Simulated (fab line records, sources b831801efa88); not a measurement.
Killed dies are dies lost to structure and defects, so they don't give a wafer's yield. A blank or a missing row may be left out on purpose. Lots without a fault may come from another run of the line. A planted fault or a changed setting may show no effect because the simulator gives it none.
Which tool did it? | flow gf180mcu | 12 lots, 36 wafers sampled, at 6 steps of a route of 602

WHAT THE GAUGES READ, wafer by wafer
GF_M1_OVL_MEAS_15. Usual: M1_OVL 2 nm, standard deviation 5.6.
lot  | measured     | on         | M1_OVL (nm) | flag
L563 | day 17 01:19 | overlay-02 | 3 1 4       |
L564 | day 17 16:17 | overlay-02 | -2 -5 0     |
L565 | day 18 02:34 | overlay-02 | 1 -7 1      |
L566 | day 18 11:31 | overlay-01 | -9 -6 0     |
L569 | day 19 12:31 | overlay-01 | 4 -2 1      |
L572 | day 20 12:55 | overlay-01 | 8 10 10     |
L577 | day 22 15:40 | overlay-01 | 13 12 10    |
L578 | day 23 00:20 | overlay-02 | -3 -3 6     |
L579 | day 23 02:49 | overlay-02 | -1 5 4      |
L580 | day 23 08:31 | overlay-02 | 2 9 -1      |
L582 | day 24 04:47 | overlay-01 | 8 1 13      |
L584 | day 24 13:49 | overlay-01 | 1 0 -6      |

GF_V1_RS_MEAS_24: measures by four-point-probe. Usual: V1_W_RS 0.325 ohm/sq, standard deviation 0.0034.
lot  | measured     | on            | V1_W_RS (ohm/sq)  | flag
L563 | day 18 02:07 | film_metro-04 | 0.323 0.322 0.321 |
L564 | day 18 18:22 | film_metro-01 | 0.323 0.324 0.327 |
L565 | day 19 04:01 | film_metro-01 | 0.328 0.321 0.320 |
L566 | day 19 14:10 | film_metro-01 | 0.321 0.320 0.321 |
L569 | day 20 15:05 | film_metro-04 | 0.326 0.327 0.385 | OFF
L572 | day 21 14:44 | film_metro-01 | 0.326 0.323 0.327 |
L577 | day 23 16:35 | film_metro-04 | 0.327 0.332 0.329 |
L578 | day 24 00:58 | film_metro-04 | 0.329 0.323 0.324 |
L579 | day 24 04:04 | film_metro-02 | 0.325 0.327 0.323 |
L580 | day 24 09:16 | film_metro-04 | 0.323 0.329 0.328 |
L582 | day 25 05:31 | film_metro-02 | 0.326 0.322 0.320 |
L584 | day 25 13:49 | film_metro-04 | 0.327 0.331 0.328 |

GF_V1_THK_MEAS_25: measures by xrf. Usual: V1_W_THK 348 nm, standard deviation 4.2.
lot  | measured     | on            | V1_W_THK (nm) | flag
L563 | day 18 02:14 | film_metro-04 | 351 352 350   |
L564 | day 18 18:28 | film_metro-01 | 348 348 344   |
L565 | day 19 04:08 | film_metro-01 | 340 348 349   |
L566 | day 19 14:17 | film_metro-01 | 348 350 351   |
L569 | day 20 15:11 | film_metro-04 | 349 350 297   | OFF
L572 | day 21 14:52 | film_metro-01 | 345 345 343   |
L577 | day 23 16:42 | film_metro-04 | 350 346 349   |
L578 | day 24 01:04 | film_metro-04 | 343 349 346   |
L579 | day 24 04:11 | film_metro-02 | 347 345 352   |
L580 | day 24 09:23 | film_metro-04 | 350 345 343   |
L582 | day 25 05:37 | film_metro-02 | 349 353 356   |
L584 | day 25 13:56 | film_metro-04 | 347 344 347   |

GF_M2_RS_MEAS_05: measures by four-point-probe. Usual: M2_ALCU_RS 0.0693 ohm/sq, standard deviation 0.00071.
lot  | measured     | on            | M2_ALCU_RS (ohm/sq)  | flag
L563 | day 18 02:50 | film_metro-01 | 0.0694 0.0697 0.0692 |
L564 | day 18 19:04 | film_metro-01 | 0.0683 0.0688 0.0683 |
L565 | day 19 04:43 | film_metro-03 | 0.0697 0.0696 0.0701 |
L566 | day 19 14:52 | film_metro-03 | 0.0698 0.0690 0.0697 |
L569 | day 20 15:47 | film_metro-01 | 0.0682 0.0685 0.0684 |
L572 | day 21 15:26 | film_metro-04 | 0.0694 0.0698 0.0694 |
L577 | day 23 17:17 | film_metro-04 | 0.0705 0.0701 0.0692 |
L578 | day 24 01:40 | film_metro-03 | 0.0702 0.0702 0.0696 |
L579 | day 24 04:46 | film_metro-03 | 0.0679 0.0686 0.0686 |
L580 | day 24 09:58 | film_metro-01 | 0.0687 0.0703 0.0694 |
L582 | day 25 06:13 | film_metro-03 | 0.0693 0.0695 0.0700 |
L584 | day 25 14:36 | film_metro-03 | 0.0688 0.0686 0.0684 |

WHICH TOOL RAN EACH LOT (tool, then ch and the chambers of the sampled wafers, then the start)
lot  | GF_V1_CVD_23                  | GF_M2_SPUTTER_04
L563 | cvd_w-01 ch 0,1, day 18 02:01 | pvd_sputter-02, day 18 02:47
L564 | cvd_w-01 ch 0,1, day 18 18:14 | pvd_sputter-03, day 18 18:59
L565 | cvd_w-02 ch 0,1, day 19 03:55 | pvd_sputter-01, day 19 04:41
L566 | cvd_w-02 ch 0,1, day 19 14:03 | pvd_sputter-01, day 19 14:49
L569 | cvd_w-02 ch 0,1, day 20 14:57 | pvd_sputter-03, day 20 15:43
L572 | cvd_w-01 ch 0,1, day 21 14:37 | pvd_sputter-02, day 21 15:24
L577 | cvd_w-02 ch 0,1, day 23 16:28 | pvd_sputter-02, day 23 17:15
L578 | cvd_w-01 ch 0,1, day 24 00:50 | pvd_sputter-03, day 24 01:35
L579 | cvd_w-02 ch 0,1, day 24 03:56 | pvd_sputter-03, day 24 04:43
L580 | cvd_w-02 ch 0,1, day 24 09:09 | pvd_sputter-01, day 24 09:56
L582 | cvd_w-02 ch 0,1, day 25 05:23 | pvd_sputter-02, day 25 06:08
L584 | cvd_w-02 ch 0,1, day 25 13:42 | pvd_sputter-02, day 25 14:34
- GF_V1_CVD_23: deposits W, target thk 350 nm, time 105.05 s.
- GF_M2_SPUTTER_04: material TiN, target thk 50 nm, time 41.7 s.

WHAT THE TOOLS THEMSELVES READ (means of the sampled wafers that have a number; where no wafer has one, the mark that the record gives instead)
GF_V1_CVD_23. Usual: heater_power_w 866 W, standard deviation 31.
lot  | tool     | heater_power_w (W) | flag
L563 | cvd_w-01 | 853                |
L564 | cvd_w-01 | 851                |
L565 | cvd_w-02 | 872                |
L566 | cvd_w-02 | 851                |
L569 | cvd_w-02 | 858                |
L572 | cvd_w-01 | 860                |
L577 | cvd_w-02 | 854                |
L578 | cvd_w-01 | 873                |
L579 | cvd_w-02 | 853                |
L580 | cvd_w-02 | 867                |
L582 | cvd_w-02 | 881                |
L584 | cvd_w-02 | 891                |

GF_M2_SPUTTER_04. Usual: throttle_valve_pct 30.4 %, standard deviation 1.1.
lot  | tool           | throttle_valve_pct (%) | flag
L563 | pvd_sputter-02 | 29.3                   |
L564 | pvd_sputter-03 | 29.9                   |
L565 | pvd_sputter-01 | 30.0                   |
L566 | pvd_sputter-01 | 30.0                   |
L569 | pvd_sputter-03 | 30.3                   |
L572 | pvd_sputter-02 | 30.7                   |
L577 | pvd_sputter-02 | 31.2                   |
L578 | pvd_sputter-03 | 30.6                   |
L579 | pvd_sputter-03 | 30.1                   |
L580 | pvd_sputter-01 | 29.9                   |
L582 | pvd_sputter-02 | 30.2                   |
L584 | pvd_sputter-02 | 30.8                   |

THE ANSWER, worked out from the rows above alone
Rule: a lot is off if the mean of its wafers that have a number lies more than 3 standard deviations from the usual mean. A lot without any number at a reading at which 4 lots or more have one is off too. The other lots that the step has rows for count as sound. The gauges are gone through in route order, then the tools' own readings, and for those a lot's mean is taken as printed above. The first step at which some lot is off is used, and at that step the reading that is off furthest; a lot without a number counts as furthest.
Off: L569, at GF_V1_RS_MEAS_24 (V1_W_RS).
A tool fits if, at a process step before that reading, it ran every lot that is off, and no sound lot after the first of them. The gauges at GF_V1_RS_MEAS_24 are tried like those tools. None of those tried fits.

WHAT THE SIMULATOR HAD PUT IN
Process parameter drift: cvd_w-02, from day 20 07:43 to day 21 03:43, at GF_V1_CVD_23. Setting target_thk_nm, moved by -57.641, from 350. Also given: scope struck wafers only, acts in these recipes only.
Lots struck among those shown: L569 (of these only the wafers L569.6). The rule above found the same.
